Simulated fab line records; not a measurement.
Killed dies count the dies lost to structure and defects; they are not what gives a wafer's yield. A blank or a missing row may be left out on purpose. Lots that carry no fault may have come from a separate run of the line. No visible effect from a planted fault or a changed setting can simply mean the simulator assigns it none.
A lot that was struck, set against a sound lot    flow sky130    43 out of 708 route steps
Sound: the wafers L997.1, L997.3, L997.4. Struck: wafer L113.5. (L113.1, L113.4 of the same lot were not struck and are left out.) The cause comes at the end.
Each step with rows lists, per side, the tool, then ch with its chambers, then its first start. Under that, the readings that differ: sound wafers    struck wafers    difference of the means    sigmas: that difference in standard deviations of wafers without a fault.
alike: same words and numbers on both sides, and readings whose means sit less than 2 such deviations apart. not compared: any withheld reading, any reading some wafer has no value for, any bound like >300 that may hide the same value, and any number with overlapping values for which the record gives no deviation.
Wherever a step has rows on one side only, a row that says differs or no value, or a row with sigmas, the two part there. Non-overlapping numbers with no deviation appear without sigmas and do not part them. A reading that every wafer of one side lacks parts them only if that side has two wafers or more.

SKY_LDD_N_STRIP_16: strips in O2/N2.
  sound on plasma asher-03 ch 0,1, day 18 02:18; struck on plasma asher-03 ch 0, day 23 19:14
  alike: chamber pressure mTorr, drypump motor current A, oes product au, strip time to endpoint s
  not compared: rf hours counter h
SKY_LDD_N_TW_MEAS_17:
  sound on film metro-01, day 18 02:24; struck on film metro-04, day 23 19:20
  alike: LDD_N_TW
then, 7 steps without rows for these wafers: SKY_LDD_P_DEHYDRATE_00 (time 60 s); SKY_LDD_P_HMDS_01 (prime time 60 s); SKY_LDD_P_COAT_02 (resist thk 1140 nm); SKY_LDD_P_SOFTBAKE_03 (time 60 s); SKY_LDD_P_EXPOSE_04 (exposes mask PSDM, target cd 380 nm); SKY_LDD_P_PEB_05; SKY_LDD_P_DEVELOP_06 (develop time 60 s).
SKY_LDD_P_CD_MEAS_07: the cd target is 380 nm.
  sound on cd sem-02, day 19 07:41; struck on cd sem-01, day 25 01:08
  alike: cd nm
SKY_LDD_P_OVL_MEAS_08:
  sound on overlay-02, day 19 07:49; struck on overlay-01, day 25 01:16
  alike: LDD_P_OVL
after that, 1 step had no rows for these wafers: SKY_LDD_P_IMPLANT_09.
SKY_LDD_P_STRIP_10: strips in O2/N2.
  sound on plasma asher-02 ch 0,1, day 19 08:00; struck on plasma asher-02 ch 1, day 25 01:27
reading                       sound              struck  difference  sigmas
strip time to endpoint s (s)  14.20 14.26 14.27  14.16   -0.08       -2
  alike: chamber pressure mTorr, drypump motor current A, oes product au
  not compared: rf hours counter h
SKY_LDD_P_TW_MEAS_11:
  sound on film metro-03, day 19 08:06; struck on film metro-03, day 25 01:33
  alike: LDD_P_TW
then, 7 steps without rows for these wafers: SKY_LDD_HVN_DEHYDRATE_00 (time 60 s); SKY_LDD_HVN_HMDS_01 (prime time 60 s); SKY_LDD_HVN_COAT_02 (resist thk 300 nm); SKY_LDD_HVN_SOFTBAKE_03 (time 60 s); SKY_LDD_HVN_EXPOSE_04 (exposes mask HVNTM, target cd 700 nm); SKY_LDD_HVN_PEB_05; SKY_LDD_HVN_DEVELOP_06 (develop time 60 s).
SKY_LDD_HVN_OVL_MEAS_07:
  sound on overlay-01, day 20 15:02; struck on overlay-01, day 26 06:20
  alike: LDD_HVN_OVL
after that, 1 step had no rows for these wafers: SKY_LDD_HVN_IMPLANT_08.
SKY_LDD_HVN_STRIP_09: strips in O2/N2.
  sound on plasma asher-01 ch 0,1, day 20 15:14; struck on plasma asher-01 ch 0, day 26 06:32
  alike: chamber pressure mTorr, drypump motor current A, oes product au, strip time to endpoint s
  not compared: rf hours counter h
SKY_LDD_HVN_TW_MEAS_10:
  sound on film metro-02, day 20 15:20; struck on film metro-01, day 26 06:38
  alike: LDD_HVN_TW
then, 3 steps without rows for these wafers: SKY_LDD_HVP_DEHYDRATE_00 (time 60 s); SKY_LDD_HVP_HMDS_01 (prime time 60 s); SKY_LDD_HVP_COAT_02 (resist thk 300 nm).
SKY_LDD_HVP_SOFTBAKE_03: time 62.16 s.
  sound on litho track-01 ch 0, day 21 06:25; struck on litho track-01 ch 0, day 26 20:28
  alike: plate sensor t centre C, plate sensor t edge C
then, 3 steps without rows for these wafers: SKY_LDD_HVP_EXPOSE_04 (exposes mask HVPTM, target cd 700 nm); SKY_LDD_HVP_PEB_05; SKY_LDD_HVP_DEVELOP_06 (develop time 60 s).
SKY_LDD_HVP_OVL_MEAS_07:
  sound on overlay-01, day 21 21:43; struck on overlay-01, day 27 11:10
  alike: LDD_HVP_OVL
after that, 1 step had no rows for these wafers: SKY_LDD_HVP_IMPLANT_08.
SKY_LDD_HVP_STRIP_09: strips in O2/N2.
  sound on plasma asher-04 ch 0,1, day 21 21:53; struck on plasma asher-01 ch 0, day 27 11:21
reading                         sound                 struck  difference  sigmas
chamber pressure mTorr (mTorr)  1501.1 1500.5 1498.4  1504.7  +4.7        +4
drypump motor current A (A)     5.4 5.4 5.7           6.6     +1.1        +2
  alike: oes product au, strip time to endpoint s
  not compared: rf hours counter h
SKY_LDD_HVP_TW_MEAS_10:
  sound on film metro-03, day 21 21:59; struck on film metro-03, day 27 11:27
  alike: LDD_HVP_TW
then, 6 steps without rows for these wafers: SKY_LDD_LDN_DEHYDRATE_00 (time 60 s); SKY_LDD_LDN_HMDS_01 (prime time 60 s); SKY_LDD_LDN_COAT_02 (resist thk 1140 nm); SKY_LDD_LDN_SOFTBAKE_03 (time 60 s); SKY_LDD_LDN_EXPOSE_04 (exposes mask LDNTM, target cd 700 nm); SKY_LDD_LDN_PEB_05.
-- a jump in the record: the struck wafers' starts before and after are 23 days apart (it breaks off in module LDD_LDN and resumes in module PAD_OPEN, where the first step shown is number 708 of the route) --
SKY_PAD_OPEN_PROBE_99:
  sound on prober-02, day 45 14:23; struck on prober-02, day 50 09:59
reading              sound       struck                    difference                    sigmas
hold                 - - -       await dispo/2.5h/release  no value on the sound wafers  
killed at front end  24 25 14    69                        +48                           +10
killed dies          101 111 88  150                       +50                           +5
killed open          65 68 55    48                        -15                           -2
  alike: killed_at_M0_to_M3, killed_at_M4_up, killed at contacts, killed at other, killed short

## WHERE THEY PART
Last at SKY_PAD_OPEN_PROBE_99 as far as this record goes, first at SKY_LDD_P_STRIP_10.

WHY: what had been put in by the simulator
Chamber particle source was plasma asher-02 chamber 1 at SKY_LDD_P_STRIP_10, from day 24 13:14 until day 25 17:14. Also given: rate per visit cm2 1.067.
